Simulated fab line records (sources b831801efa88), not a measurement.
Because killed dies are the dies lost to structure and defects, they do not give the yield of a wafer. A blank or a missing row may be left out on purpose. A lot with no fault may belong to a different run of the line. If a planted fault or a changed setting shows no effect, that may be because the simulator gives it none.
The tool behind it: which one? | flow sky130 | Sampling: 12 lots, 36 wafers, 4 of 708 route steps

WHAT THE GAUGES READ, wafer by wafer
SKY_NWELL_TW_MEAS_26.
lot  | measured     | on            | NWELL_2_TW
L874 | day 6 02:19  | film_metro-04 | 499.2 497.3 498.2
L873 | day 6 02:38  | film_metro-02 | 502.6 506.1 503.4
L875 | day 6 07:13  | film_metro-03 | 499.3 497.3 502.3
L876 | day 6 16:19  | film_metro-04 | 497.5 498.7 498.7
L877 | day 6 23:59  | film_metro-04 | 500.9 500.6 503.0
L878 | day 7 02:58  | film_metro-02 | 503.3 505.5 505.1
L879 | day 7 08:31  | film_metro-02 | 502.0 498.2 499.9
L880 | day 7 15:52  | film_metro-03 | 502.0 499.9 502.8
L884 | day 8 13:20  | film_metro-03 | 500.5 499.7 497.8
L889 | day 9 20:58  | film_metro-03 | 502.5 503.3 502.3
L892 | day 11 10:43 | film_metro-04 | 505.7 507.1 504.7
L893 | day 11 12:01 | film_metro-03 | 499.9 499.2 503.4

SKY_VT_ADJUST_HVTP_CD_MEAS_07 targets a cd of 380 nm.
lot  | measured     | on        | cd_nm (nm)
L874 | day 6 20:53  | cd_sem-02 | 374.7 374.8 377.8
L873 | day 6 21:35  | cd_sem-01 | 378.1 376.5 377.5
L875 | day 7 02:21  | cd_sem-02 | 377.7 378.0 380.3
L876 | day 7 11:08  | cd_sem-01 | 377.5 376.5 378.9
L877 | day 7 18:43  | cd_sem-01 | 376.6 376.6 378.9
L878 | day 7 21:59  | cd_sem-01 | 377.9 380.5 382.6
L879 | day 8 03:56  | cd_sem-02 | 378.0 377.9 379.1
L880 | day 8 10:47  | cd_sem-01 | 378.0 380.0 382.0
L884 | day 9 10:14  | cd_sem-01 | 380.4 380.2 383.5
L889 | day 10 19:02 | cd_sem-01 | 380.3 379.6 377.7
L892 | day 12 09:41 | cd_sem-02 | 379.2 377.5 379.6
L893 | day 12 10:00 | cd_sem-01 | 380.2 382.9 381.0

SKY_VT_ADJUST_HVTP_OVL_MEAS_08.
lot  | measured     | on         | VT_ADJUST_HVTP_OVL (nm)
L874 | day 6 21:01  | overlay-02 | 2.0 1.5 0.6
L873 | day 6 21:40  | overlay-01 | 0.5 0.2 -0.8
L875 | day 7 02:27  | overlay-02 | 0.3 0.5 2.4
L876 | day 7 11:15  | overlay-01 | 2.7 0.8 1.5
L877 | day 7 18:49  | overlay-01 | -1.4 -1.2 -0.1
L878 | day 7 22:06  | overlay-02 | 164.0 162.7 162.1
L879 | day 8 04:03  | overlay-01 | 163.4 163.5 165.2
L880 | day 8 10:54  | overlay-01 | 161.7 163.1 162.3
L884 | day 9 10:19  | overlay-02 | 164.2 163.1 163.5
L889 | day 10 19:10 | overlay-01 | -0.3 0.2 -0.2
L892 | day 12 09:48 | overlay-01 | 2.9 0.7 2.7
L893 | day 12 10:06 | overlay-01 | 0.5 -1.2 0.4

WHICH TOOL RAN EACH LOT (tool, then ch and the chambers of the sampled wafers, then the start)
lot  | SKY_VT_ADJUST_HVTP_EXPOSE_04
L874 | iline_stepper-01 ch 0, day 6 11:10
L873 | iline_stepper-01 ch 0, day 6 11:53
L875 | iline_stepper-02 ch 0, day 6 16:47
L876 | iline_stepper-02 ch 0, day 7 02:44
L877 | iline_stepper-02 ch 0, day 7 09:28
L878 | iline_stepper-02 ch 0, day 7 12:23
L879 | iline_stepper-02 ch 0, day 7 18:56
L880 | iline_stepper-02 ch 0, day 8 01:50
L884 | iline_stepper-02 ch 0, day 8 23:45
L889 | iline_stepper-01 ch 0, day 10 08:52
L892 | iline_stepper-01 ch 0, day 11 22:07
L893 | iline_stepper-01 ch 0, day 11 22:57
- SKY_VT_ADJUST_HVTP_EXPOSE_04: exposes mask HVTPM, target cd 380 nm.

AS READ BY THE TOOLS THEMSELVES (means over the sampled wafers that have a number; for cases with no such wafer, the mark the record gives instead)
SKY_VT_ADJUST_HVTP_EXPOSE_04.
lot  | tool             | stage_vel_mm_s (mm/s)
L874 | iline_stepper-01 | 499.78
L873 | iline_stepper-01 | 500.01
L875 | iline_stepper-02 | 500.26
L876 | iline_stepper-02 | 499.74
L877 | iline_stepper-02 | 499.95
L878 | iline_stepper-02 | 500.13
L879 | iline_stepper-02 | 499.73
L880 | iline_stepper-02 | 500.31
L884 | iline_stepper-02 | 499.79
L889 | iline_stepper-01 | 500.07
L892 | iline_stepper-01 | 499.86
L893 | iline_stepper-01 | 500.11

THE ANSWER, worked out from the rows above alone
Rule: the usual values come from the lots themselves. Put in order of their means at a reading, lots are off if they are a third of the lots or fewer, leave a main group of 4 or more, and stand apart from it by a gap of 3 or more times the standard deviation of the main group's means; of several such gaps the widest counts. Not used: any main group whose means are identical at the precision the tables above print for the reading. Also off: a lot with no number at a reading for which 4 or more lots have one. The other lots that the step has rows for count as sound. After the gauges, taken in route order, come the tools' own readings; for these a lot's mean is taken, as printed above. The first step at which some lot is off is used, and at that step the reading that is off furthest; a lot without a number counts as furthest.
Off: at SKY_VT_ADJUST_HVTP_OVL_MEAS_08 (VT_ADJUST_HVTP_OVL), L878, L879, L880, L884. Mean 0.6 nm and standard deviation 0.99 in the main group.
A tool fits if, at a process step before that reading, it ran every lot that is off, and no sound lot after the first of them. Gauges at SKY_VT_ADJUST_HVTP_OVL_MEAS_08: tried the same way as those tools. One fits: SKY_VT_ADJUST_HVTP_EXPOSE_04 on iline_stepper-02. A fault onset in the window from L877 (day 7 09:28, its last sound lot) to L878 (day 7 12:23, its first lot off) fits.

WHAT THE SIMULATOR PUT IN
Scanner matching overlay: iline_stepper-02, from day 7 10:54 on, at SKY_VT_ADJUST_HVTP_EXPOSE_04. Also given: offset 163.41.
Struck lots among those shown: L878, L879, L880, L884. Same finding as the rule above.
